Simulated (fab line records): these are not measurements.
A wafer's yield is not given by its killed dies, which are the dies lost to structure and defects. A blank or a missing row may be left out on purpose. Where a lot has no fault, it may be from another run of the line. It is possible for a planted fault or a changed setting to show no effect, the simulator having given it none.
8D (eight disciplines) problem report, filled in by code    flow sky130    the parts of the form that need people (team, actions taken, sign-off) are left out

## 1. THE ISSUE
Mean of cd-nm at SKY_POLY_CUT_CD_MEAS_08: 257.2 nm across 5 wafers in 2 lots; on wafers with no fault it is 270.6 nm (standard deviation 1.5). That puts it -8.9 standard deviations away from the usual mean.
The step: target cd 270 nm.
First observed at day 30 01:57: wafer L424.1, on cd-sem-02. The record holds 42 wafers of 14 lots with a number at this step. The rule behind "out" and "out of limits": a value lying over 4 standard deviations away from the usual mean. All remaining wafers that have a number are taken as sound.

## 2. WHAT IT IS AND WHAT IT IS NOT
question                     is                                      is not
which readings at this step  cd-nm                                   -
which lots                   L424, L425                              L407, L408, L409, L410, L411, L412, L413, L414, L415, L423, L426, L428
which wafers of those lots   L424.1, L424.2, L424.4, L425.1, L425.2  L425.3
read on which gauges         cd-sem-01, cd-sem-02                    -
when                         from day 30 01:57                       up to then (30 sound wafers); but 7 sound wafers of L425, L426, L428 came after

## 3. THE SUSPECTS, EACH WITH WHAT RULES IT OUT
Counting: if a tool at a process step up to the reading ran every lot that is out, it stays a suspect. Sound lots after the first of them don't rule it out here, since some wafers of a struck lot are sound.
- the gauge at SKY_POLY_CUT_CD_MEAS_08 is ruled out. The wafers that are out were read on 2 gauges (cd-sem-01, cd-sem-02).
- krf-scanner-02 at SKY_POLY_CUT_EXPOSE_05 (exposes mask NPCM, target cd 270 nm): kept. Ran every lot that is out, first one L424 (day 29 12:40); last sound lot up to then L408 (day 24 20:05).
Left after counting: krf-scanner-02 at SKY_POLY_CUT_EXPOSE_05.

## 4. THE CAUSE (what the simulator had put in)
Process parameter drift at SKY_POLY_CUT_EXPOSE_05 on krf-scanner-02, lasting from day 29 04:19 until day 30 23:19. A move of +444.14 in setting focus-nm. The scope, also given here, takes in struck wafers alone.
The count eliminated every tool but this one.

## 5. SEQUENCE OF EFFECTS, ordered by route
Each row: a reading where the mean over the struck wafers with a number is more than 3 standard deviations away from the usual. Only readings whose record carries a usual standard deviation are examined. hours: median over the lots of the time between each lot's start at the first step of this table that gives one and its start at this step. sigmas: the change, counted in usual standard deviations.
hours  step                     reading  usual     on struck wafers  change  sigmas
0      SKY_POLY_CUT_CD_MEAS_08  cd-nm    270.6 nm  257.2             -13.4   -8.9
At these later measuring or inspecting steps, every struck wafer for which the step has a row has a number for every such reading, and none has moved that far: SKY_POLY_CUT_OVL_MEAS_09, SKY_RES_XHIGH_TW_MEAS_09.

## 6. HOW IT WOULD HAVE BEEN CAUGHT EARLIER
In this record the first reading out of limits at a measuring or inspecting step was taken at day 30 01:57, 22 hours after the fault began at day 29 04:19.
By day 30 01:57 the whole set of lots that are out, 2 in number, had already begun SKY_POLY_CUT_EXPOSE_05 on krf-scanner-02. Tool hold at that time: it would have spared none of them.
